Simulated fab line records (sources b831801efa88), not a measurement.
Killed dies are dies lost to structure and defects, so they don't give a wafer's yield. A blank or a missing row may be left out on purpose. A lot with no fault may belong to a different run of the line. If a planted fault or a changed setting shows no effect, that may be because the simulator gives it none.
Struck lot and sound lot, side by side -- flow gf180mcu -- 43 out of 602 route steps
Sound: the wafers L502.4, L502.5, L502.6. Struck: wafers L511.2, L511.6 (left out: L511.5, a lot-mate that was not struck); the cause follows at the end.
At each step with rows: each side's tool, then ch and its chambers, then its first start. Under that, the readings that differ: sound wafers -- struck wafers -- difference of the means -- sigmas: that difference in standard deviations of wafers without a fault.
alike: same words and numbers on both sides, and readings whose means sit less than 2 such deviations apart. not compared: any withheld reading, any reading some wafer has no value for, any bound like >300 that may hide the same value, and any number with overlapping values for which the record gives no deviation.
Wherever a step has rows on one side only, a row that says differs or no value, or a row with sigmas, the two part there. When numbers do not overlap yet have no deviation, they are printed without sigmas and do not part them. Lack of a reading on every wafer of one side parts them only where that side has two or more wafers.

first, 8 steps without rows for these wafers: GF_V4_DEHYDRATE_06 (time 60 s); GF_V4_HMDS_07 (prime time 60 s); GF_V4_COAT_08; GF_V4_COAT_09 (resist thk 1000 nm); GF_V4_SOFTBAKE_10 (time 60 s); GF_V4_EXPOSE_11 (exposes mask Via4, target cd 260 nm); GF_V4_PEB_12 (peb time 90 s); GF_V4_DEVELOP_13 (develop time 60 s).
GF_V4_CD_MEAS_14 targets a cd of 260 nm.
  sound: cd sem-02 at day 25 16:00; struck: cd sem-02 at day 28 12:19
  alike: cd nm
GF_V4_OVL_MEAS_15:
  sound: overlay-01 at day 25 16:05; struck: overlay-01 at day 28 12:25
  alike: V4_OVL
GF_V4_ETCH_16: etches BARC in N2/H2.
  sound on rie diel-01 ch 1,2,3, day 25 16:06; struck on rie diel-01 ch 3, day 28 12:27
  alike: drypump motor current A, h2 flow sccm, oes product au, throttle valve pct
GF_V4_ETCH_17: etches SiO2 in C4F8/O2/Ar, stops on TiN, target depth 630 nm.
  sound on rie diel-01 ch 1,2,3; struck on rie diel-01 ch 3
  alike: oes product au
GF_V4_STRIP_18: strips in O2/N2.
  sound on plasma asher-02 ch 0,1, day 25 16:16; struck on plasma asher-01 ch 1, day 28 12:35
  alike: drypump motor current A, heater power w, oes product au
  not compared: rf hours counter h
then, 3 steps without rows for these wafers: GF_V4_STRIP_19 (strips in post etch residue remover, time 1200 s); GF_V4_CLEAN_20 (cleans in DIW); GF_V4_SPUTTER_21 (material Ti, target thk 15 nm, time 80.02 s).
GF_V4_SPUTTER_22: material TiN, target thk 10 nm, time 40 s.
  sound: pvd sputter-03 at day 25 16:51; struck: pvd sputter-03 at day 28 13:11
reading,sound,struck,difference,sigmas
chamber pressure pa (Pa),4.991 4.989 5.001,5.003 5.027,+0.021,+2
  alike: throttle valve pct
GF_V4_CVD_23: deposits W, target thk 350 nm, time 104.9 s.
  sound on cvd w-01 ch 0,1, day 25 16:56; struck on cvd w-01 ch 1, day 28 13:13
  alike: heater power w
GF_V4_RS_MEAS_24: a four-point-probe measurement.
  sound: film metro-01 at day 25 17:04; struck: film metro-01 at day 28 13:21
  alike: V4_W_RS
GF_V4_THK_MEAS_25: measures by xrf.
  sound: film metro-01 at day 25 17:10; struck: film metro-01 at day 28 13:28
  alike: V4_W_THK
then, 7 steps without rows for these wafers: GF_V4_CMP_26 (polishes, stops on SiO2, t overpolish 15 s, target thk 0 nm); GF_MIM_SPUTTER_00 (material Ti, target thk 37.5 nm, time 150 s); GF_MIM_SPUTTER_01 (material TiN, target thk 30 nm, time 25 s); GF_MIM_SPUTTER_02 (material AlCu, target thk 450 nm, time 23.9 s); GF_MIM_SPUTTER_03 (material Ti, target thk 10 nm, time 6.7 s); GF_MIM_SPUTTER_04 (material TiN, target thk 50 nm, time 41.7 s); GF_MIM_CVD_05 (deposits Si3N4, target thk 42 nm, time 29.086 s).
GF_MIM_THK_MEAS_06:
  sound: film metro-03 at day 25 17:47; struck: film metro-01 at day 28 14:04
  alike: MIM_CVD_05_THK
then, 3 steps without rows for these wafers: GF_MIM_SPUTTER_07 (material TiN, target thk 60 nm, time 50 s); GF_MIM_SPUTTER_08 (material AlCu, target thk 200 nm, time 10.6 s); GF_MIM_SPUTTER_09 (material TiN, target thk 35 nm, time 29.2 s).
GF_MIM_RS_MEAS_10: a four-point-probe measurement.
  sound: film metro-01 at day 25 17:59; struck: film metro-03 at day 28 14:14
  alike: MIM_ALCU_RS
GF_MIM_THK_MEAS_11: measures by xrf.
  sound: film metro-01 at day 25 18:04; struck: film metro-03 at day 28 14:21
  alike: MIM_ALCU_THK
then, 7 steps without rows for these wafers: GF_MIM_DEHYDRATE_12 (time 60 s); GF_MIM_HMDS_13 (prime time 60 s); GF_MIM_COAT_14 (resist thk 1000 nm); GF_MIM_SOFTBAKE_15 (time 60 s); GF_MIM_EXPOSE_16 (exposes mask FuseTop, target cd 2000 nm); GF_MIM_PEB_17; GF_MIM_DEVELOP_18 (develop time 60 s).
GF_MIM_METAL_ETCH_19: etches the open film in Cl2/BCl3, stops on Si3N4, target depth 324.5 nm, time 54.1 s.
  sound on rie metal-03 ch 0,1, day 26 14:23; struck on rie metal-01 ch 0,1, day 29 09:26
  alike: drypump motor current A, oes product au, throttle valve pct
  not compared: rf hours counter h
then, 1 step without rows for these wafers: GF_MIM_STRIP_20 (strips in O2/N2).
-- the record jumps here: 3 days lie between the struck wafers' starts before and after (it left off in module MIM and takes up again in module PASSIVATION, whose first step shown is number 602 of the route) --
GF_PASSIVATION_PROBE_99:
  record: rows for the struck wafers here (prober-02, day 32 15:17), none for the sound ones

== WHERE THEY PART ==
Last at GF_PASSIVATION_PROBE_99 as far as this record goes, first at GF_V4_SPUTTER_22.

WHY: the cause the simulator had injected
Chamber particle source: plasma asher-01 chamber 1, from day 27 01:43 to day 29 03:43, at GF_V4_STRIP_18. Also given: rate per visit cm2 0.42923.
